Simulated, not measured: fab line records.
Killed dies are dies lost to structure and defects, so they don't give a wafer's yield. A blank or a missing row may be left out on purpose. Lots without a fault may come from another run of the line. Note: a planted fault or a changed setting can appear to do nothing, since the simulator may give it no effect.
A struck lot beside a sound one -- flow sky130 -- 30 steps out of a route of 708
Sound: these wafers, L700.1, L700.2, L700.6. Wafers L705.2, L705.4, L705.6 were the ones struck. The cause comes at the end.
Per side, at each step with rows, come the tool, then ch with its chambers, and then its first start. Under that, the readings that differ: sound wafers -- struck wafers -- difference of the means -- sigmas: that difference in standard deviations of wafers without a fault.
alike: same words and numbers on both sides, and readings whose means sit less than 2 such deviations apart. not compared: any withheld reading, any reading some wafer has no value for, any bound like >300 that may hide the same value, and any number with overlapping values for which the record gives no deviation.
Wherever a step has rows on one side only, a row that says differs or no value, or a row with sigmas, the two part there. Numbers that don't overlap but have no deviation are shown without sigmas and don't part them. Lack of a reading on every wafer of one side parts them only where that side has two or more wafers.

SKY_PWDE_STRIP_09: strips in O2/N2.
  sound on plasma_asher-04 ch 0,1, day 3 18:29; struck on plasma_asher-02 ch 1, day 5 02:09
  alike: drypump_motor_current_A, oes_product_au, strip_time_to_endpoint_s
  not compared: rf_hours_counter_h
SKY_PWDE_TW_MEAS_10:
  sound on film_metro-04 at day 3 18:35; struck on film_metro-04 at day 5 02:16
  alike: PWDE_TW
then, 7 steps without rows for these wafers: SKY_NWELL_DEHYDRATE_03 (time 60 s); SKY_NWELL_HMDS_04 (prime time 60 s); SKY_NWELL_COAT_05 (resist thk 3000 nm); SKY_NWELL_SOFTBAKE_06; SKY_NWELL_EXPOSE_07 (exposes mask NWM, target cd 840 nm); SKY_NWELL_PEB_08; SKY_NWELL_DEVELOP_09 (develop time 60 s).
SKY_NWELL_OVL_MEAS_10:
  sound on overlay-01 at day 4 10:34; struck on overlay-01 at day 5 19:55
  alike: NWELL_00_OVL
then, 2 steps without rows for these wafers: SKY_NWELL_IMPLANT_11; SKY_NWELL_IMPLANT_12.
SKY_NWELL_IMPLANT_13:
  sound on implanter-01 ch 0, day 4 10:54; struck on implanter-01 ch 0, day 5 20:17
reading,sound,struck,difference,sigmas
dose_ions_cm2,6.991e+11 7.006e+11 7.001e+11,4.875e+11 4.888e+11 4.879e+11,-2.119e+11,-99 or more
faraday_current_uA,3.82 3.92 3.86,2.82 2.77 2.76,-1.08,-14
SKY_NWELL_STRIP_14: strips in O2/N2.
  sound on plasma_asher-01 ch 0,1, day 4 11:03; struck on plasma_asher-01 ch 0,1, day 5 20:24
reading,sound,struck,difference,sigmas
oes_product_au (a.u.),0.727 0.733 0.727,0.723 0.711 0.722,-0.010,-2
  alike: drypump_motor_current_A, strip_time_to_endpoint_s
  not compared: rf_hours_counter_h
SKY_NWELL_TW_MEAS_15:
  sound on film_metro-04 at day 4 11:09; struck on film_metro-04 at day 5 20:31
  alike: NWELL_TW
then, 7 steps without rows for these wafers: SKY_NWELL_DEHYDRATE_16 (time 60 s); SKY_NWELL_HMDS_17 (prime time 60 s); SKY_NWELL_COAT_18 (resist thk 3000 nm); SKY_NWELL_SOFTBAKE_19; SKY_NWELL_EXPOSE_20 (exposes mask NWM COMPLEMENT, target cd 840 nm); SKY_NWELL_PEB_21; SKY_NWELL_DEVELOP_22 (develop time 60 s).
SKY_NWELL_OVL_MEAS_23:
  sound on overlay-01 at day 5 04:40; struck on overlay-01 at day 6 14:52
  alike: NWELL_01_OVL
then, 1 step without rows for these wafers: SKY_NWELL_IMPLANT_24.
SKY_NWELL_STRIP_25: strips in O2/N2.
  sound on plasma_asher-02 ch 0,1, day 5 04:51; struck on plasma_asher-03 ch 0,1, day 6 15:03
  alike: drypump_motor_current_A, oes_product_au, strip_time_to_endpoint_s
  not compared: rf_hours_counter_h
SKY_NWELL_TW_MEAS_26:
  sound on film_metro-04 at day 5 04:57; struck on film_metro-02 at day 6 15:10
reading,sound,struck,difference,sigmas
NWELL_2_TW,500 497 498,489 490 491,-8,-2
then, 1 step without rows for these wafers: SKY_NWELL_CLEAN_27 (cleans in SC1/SC2, time 150 s).
SKY_NWELL_RTA_28: time 30 s.
  sound on rtp_anneal-02 ch 0, day 5 05:04; struck on rtp_anneal-01 ch 0, day 6 15:17
  alike: lamp_power_pct, wafer_temp_C_max
SKY_NWELL_RS_MEAS_29: measures by four-point-probe.
  sound on film_metro-04 at day 5 05:13; struck on film_metro-03 at day 6 15:44
reading,sound,struck,difference,sigmas
NWELL_RS (ohm/sq),628.1 628.4 629.0,635.3 635.5 634.7,+6.7,+4
  not compared: hold
-- the record jumps here: 41 days lie between the struck wafers' starts before and after (it left off in module NWELL and takes up again in module PAD_OPEN, whose first step shown is number 708 of the route) --
SKY_PAD_OPEN_PROBE_99:
  sound on prober-02 at day 45 15:35; struck on prober-01 at day 47 06:29
reading,sound,struck,difference,sigmas
killed_open,55 51 52,33 37 33,-18,-3
model.etest.nfet_16v.r_on_ohm_um,1.381e+04 1.378e+04 1.381e+04,1.437e+04 1.435e+04 1.417e+04,+4.967e+02,
model.etest.pfet_g5v0d10v5.r_on_ohm_um,4713 4726 4820,4706 4698 4672,-61,
model.etest.pfet_g5v0d10v5.drive_ua_um,341.1 341.4 340.5,349.7 344 347.8,+6.2,
model.etest.pfet_01v8_lvt.drive_ua_um,168.2 168.7 169.4,176.6 177.2 175.4,+7.6,
model.etest.pfet_g5v0d10v5.off_log10_a_um,-12.96 -12.66 -12.99,-11.7 -12.27 -12.02,+0.9,
model.etest.pfet_01v8_lvt.off_log10_a_um,-9.39 -9.359 -9.246,-8.75 -8.652 -8.689,+0.63,
model.etest.pfet_g5v0d10v5.vt_sat_v (V),-0.676 -0.6417 -0.6651,-0.5462 -0.6138 -0.5685,+0.0848,
model.etest.pfet_16v.vt_v (V),-1.131 -1.135 -1.126,-1.025 -1.029 -1.027,+0.104,
  alike: killed_at_M0_to_M3, killed_at_M4_up, killed_at_contacts, killed_at_front_end, killed_at_other, killed_dies, killed_short

WHERE THEY PART
First at SKY_NWELL_IMPLANT_13; last, within this record, at SKY_PAD_OPEN_PROBE_99.

WHY: the cause the simulator had injected
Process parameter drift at SKY_NWELL_IMPLANT_13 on implanter-01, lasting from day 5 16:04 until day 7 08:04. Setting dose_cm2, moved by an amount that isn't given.
